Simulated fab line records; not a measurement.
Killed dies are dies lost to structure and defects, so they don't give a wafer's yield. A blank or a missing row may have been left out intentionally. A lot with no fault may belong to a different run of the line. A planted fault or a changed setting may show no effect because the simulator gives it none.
Chamber matching || flow gf180mcu || GF_V2_CMP_26 on cmp-02: 4 sister chambers
The step polishes, stops on SiO2, t overpolish 15 s, target thk 0 nm. 8 wafers are shown with their chamber, then 7 later ones without.

## EACH WAFER AND ITS CHAMBER
{"wafer": "L646.5", "chamber": 2, "motor_current_A (A)": 11.6, "time_to_endpoint_s (s)": 86}
{"wafer": "L647.3", "chamber": 1, "motor_current_A (A)": 10.3, "time_to_endpoint_s (s)": 83}
{"wafer": "L648.1", "chamber": 1, "motor_current_A (A)": 10.3, "time_to_endpoint_s (s)": 81}
{"wafer": "L649.3", "chamber": 0, "motor_current_A (A)": 12.5, "time_to_endpoint_s (s)": 81}
{"wafer": "L649.5", "chamber": 0, "motor_current_A (A)": 12.8, "time_to_endpoint_s (s)": 79}
{"wafer": "L649.6", "chamber": 3, "motor_current_A (A)": 10.0, "time_to_endpoint_s (s)": 86}
{"wafer": "L650.1", "chamber": 3, "motor_current_A (A)": 10.0, "time_to_endpoint_s (s)": 88}
{"wafer": "L650.4", "chamber": 2, "motor_current_A (A)": 10.9, "time_to_endpoint_s (s)": 83}

## WAFERS WHOSE CHAMBER IS MISSING
{"wafer": "L650.6", "motor_current_A (A)": 9.9, "time_to_endpoint_s (s)": 86}
{"wafer": "L659.1", "motor_current_A (A)": 12.9, "time_to_endpoint_s (s)": 84}
{"wafer": "L659.2", "motor_current_A (A)": 10.4, "time_to_endpoint_s (s)": 86}
{"wafer": "L659.3", "motor_current_A (A)": 11.8, "time_to_endpoint_s (s)": 82}
{"wafer": "L660.2", "motor_current_A (A)": 12.2, "time_to_endpoint_s (s)": 88}
{"wafer": "L660.3", "motor_current_A (A)": 11.4, "time_to_endpoint_s (s)": 88}
{"wafer": "L660.4", "motor_current_A (A)": 10.3, "time_to_endpoint_s (s)": 89}

## WHICH CHAMBER EACH ONE RAN IN
{"wafer": "L650.6", "from the rows above": 3, "in truth": 3}
{"wafer": "L659.1", "from the rows above": 0, "in truth": 0}
{"wafer": "L659.2", "from the rows above": "can't be placed: 3 or 1 or 2", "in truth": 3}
{"wafer": "L659.3", "from the rows above": "can't be placed: 2 or 0", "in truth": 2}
{"wafer": "L660.2", "from the rows above": "can't be placed: 2 or 0", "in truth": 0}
{"wafer": "L660.3", "from the rows above": 2, "in truth": 2}
{"wafer": "L660.4", "from the rows above": 3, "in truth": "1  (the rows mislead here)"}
Correctly placed: 3 of 7. Can't be placed from these rows: 3 (the true chamber is among the candidates in 3). Placed wrongly: 1.
How it was worked out, from the rows above alone: a wafer's distance from a chamber is the root of the sum, over the readings, of the square of ((its reading less the chamber's mean) divided by the reading's scatter). If the next closest chamber is less than 2 further off than the closest, the wafer can't be placed; otherwise it belongs to the closest. The mean given for a chamber averages the wafers shown for that chamber. The scatter is the square root of a quotient: the sum, over the shown wafers, of each reading's squared deviation from its chamber's mean, divided by wafers minus chambers.
